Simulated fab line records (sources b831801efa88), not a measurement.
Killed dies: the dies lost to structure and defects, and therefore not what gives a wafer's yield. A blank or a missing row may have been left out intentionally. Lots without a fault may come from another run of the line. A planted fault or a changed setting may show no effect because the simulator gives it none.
One fault seen from 2 desks | flow gf180mcu | only its own numbers are on each desk; what lay behind them is given at the end

== DESK OF THE TOOL OWNER: cvd w-02 ==
The tool's own readings at GF_CONTACT_CVD_24 (deposits W, target thk 300 nm, time 90.339 s): means of the sampled wafers that have a number, for each lot that ran on this tool. A lot is out of limits, marked OUT, if its mean lies more than 4 standard deviations from the usual mean; the brackets give that distance.
Columns: A = chamber pressure Torr at GF_CONTACT_CVD_24, usual 39.99 Torr; B = heater power w at GF_CONTACT_CVD_24, usual 843 W
lot  | first seen here | A     | B
L608 | day 17 15:15    | 40.00 | 852
L609 | day 17 21:46    | 39.98 | 841
L612 | day 19 05:07    | 39.94 | 828
L615 | day 20 04:25    | 40.01 | 844
L616 | day 20 13:41    | 40.09 | 842
L617 | day 20 23:28    | 40.04 | 848
L620 | day 22 01:40    | 40.06 | 859
This desk found nothing out of limits on any of the 7 lots.

== AT THE METROLOGY DESK ==
Means of the sampled wafers that have a number, per lot and without regard to the tool the lot ran on: this is what the gauges read. A lot is out of limits, marked OUT, if its mean lies more than 4 standard deviations from the usual mean; the brackets give that distance.
Columns: A = cd nm at GF_NSD_CD_MEAS_07, usual 400.5 nm; B = CONTACT_W_RS at GF_CONTACT_RS_MEAS_25, usual 0.385 ohm/sq; C = CONTACT_W_THK at GF_CONTACT_THK_MEAS_26, usual 296 nm; D = cd nm at GF_V3_CD_MEAS_14, usual 260.2 nm
lot  | first seen here | A     | B                | C              | D
L607 | day 14 05:19    | 400.7 | 0.382            | 295            | 260.7
L608 | day 14 17:44    | 403.1 | 0.379            | 297            | 260.3
L609 | day 14 23:25    | 399.6 | 0.384            | 296            | 261.3
L611 | day 15 22:11    | 399.7 | 0.384            | 304            | 259.5
L612 | day 16 03:43    | 397.6 | 0.385            | 296            | 259.8
L613 | day 16 13:49    | 396.5 | 0.381            | 294            | 261.0
L614 | day 16 19:16    | 401.5 | 0.387            | 299            | 261.0
L615 | day 17 02:22    | 401.2 | 0.386            | 294            | 260.4
L616 | day 17 11:10    | 402.5 | 0.383            | 296            | 261.8
L617 | day 17 20:13    | 400.9 | 0.382            | 300            | 259.5
L620 | day 18 21:49    | 402.2 | 0.351 (-7.3) OUT | 335 (+7.6) OUT | 260.6
This desk's finding: out of limits on L620; first on L620, day 22 01:46 (CONTACT_W_RS at GF_CONTACT_RS_MEAS_25). Within limits: L607, L608, L609, L611, L612, L613, L614, L615, L616, L617.

== TAKEN TOGETHER ==
L620 would have let the metrology desk raise an alarm at day 22 01:46.
The tool owner's desk saw nothing out of limits.
On record at the tool owner's desk: L620, within its limits.
The lots listed all ran GF_CONTACT_CVD_24 on cvd w-02.

== WHAT THE SIMULATOR HAD PUT IN ==
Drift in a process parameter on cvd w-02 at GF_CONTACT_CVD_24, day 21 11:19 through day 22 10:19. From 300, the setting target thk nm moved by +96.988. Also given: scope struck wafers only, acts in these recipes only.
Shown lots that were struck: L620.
Time in hours between the start of the fault and the first out-of-limits reading at each desk: metrology desk, 14.
